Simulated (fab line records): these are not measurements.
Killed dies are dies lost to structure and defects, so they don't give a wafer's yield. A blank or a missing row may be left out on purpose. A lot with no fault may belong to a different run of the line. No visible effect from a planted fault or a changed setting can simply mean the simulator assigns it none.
Problem report, 8D (eight disciplines) form, completed by code ; flow gf180mcu ; the parts of the form that need people (team, actions taken, sign-off) are left out

== 1. PROBLEM STATEMENT ==
At GF_HV_LDD_EXPOSE_43, exposure-dose-mJ-cm2 averages 136.87 over 6 wafers from 2 lots, while fault-free wafers read 139.99, standard deviation 0.14. Measured from the usual mean, that is -22 standard deviations.
The step: exposes mask Pplus HV AREA, target cd 400 nm.
First observed at day 15 10:47: wafer L169.2, on iline-stepper-02. At this step, 42 wafers from 14 lots have a number in the record. Rule for "out", or "out of limits": more than 4 standard deviations from the usual mean. The other wafers with a number count as sound.

== 2. WHAT IT IS, AND WHAT IT ISN'T ==
question;is;is not
which readings at this step;exposure-dose-mJ-cm2;-
which lots;L169, L172;L159, L160, L161, L162, L163, L167, L170, L175, L177, L180, L181, L182
which wafers of those lots;all that have a number;-
read on which tools;iline-stepper-02;iline-stepper-01
when;from day 15 10:47;"up to then (18 sound wafers); but 18 sound wafers of L170, L175, L177, L180, L181, L182 came after"

== 3. THE SUSPECTS, EACH WITH WHAT RULES IT OUT ==
Counting: any tool at a process step up to the reading is kept as a suspect provided that every lot that is out went through it and no sound lot did after the first of them.
- iline-stepper-02 at GF_HV_LDD_EXPOSE_43 (exposes mask Pplus HV AREA, target cd 400 nm): kept. It ran every lot that is out, first L169 (day 15 10:47), and no sound lot after that; its last sound lot up to then is L167 (day 14 10:01). Its own readings are out on those wafers: exposure-dose-mJ-cm2.
After counting, what remains is iline-stepper-02 at GF_HV_LDD_EXPOSE_43.

== 4. THE CAUSE (what the simulator had put in) ==
Drift in process parameters on iline-stepper-02 at GF_HV_LDD_EXPOSE_43, starting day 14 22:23. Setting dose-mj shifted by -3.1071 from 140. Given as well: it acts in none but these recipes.
The count eliminated every tool but this one.

== 5. SEQUENCE OF EFFECTS, ordered by route ==
Each row: a reading where the mean over the struck wafers with a number is more than 3 standard deviations away from the usual. Readings are gone through only where the record gives a usual standard deviation; hours: the median, over the lots, of the time from a lot's start at the first step in this table giving one to that lot's start at this step; sigmas: the change measured in usual standard deviations.
hours;step;reading;usual;on struck wafers;change;sigmas
0;GF_HV_LDD_EXPOSE_43;exposure-dose-mJ-cm2;139.99;136.87;-3.12;-22
Process steps it contains:
- GF_HV_LDD_EXPOSE_43: exposes mask Pplus HV AREA, target cd 400 nm.

== 6. HOW IT WOULD HAVE BEEN CAUGHT EARLIER ==
The fault began at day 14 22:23; the first out-of-limits reading in this record came at day 15 10:47, 12 hours later.
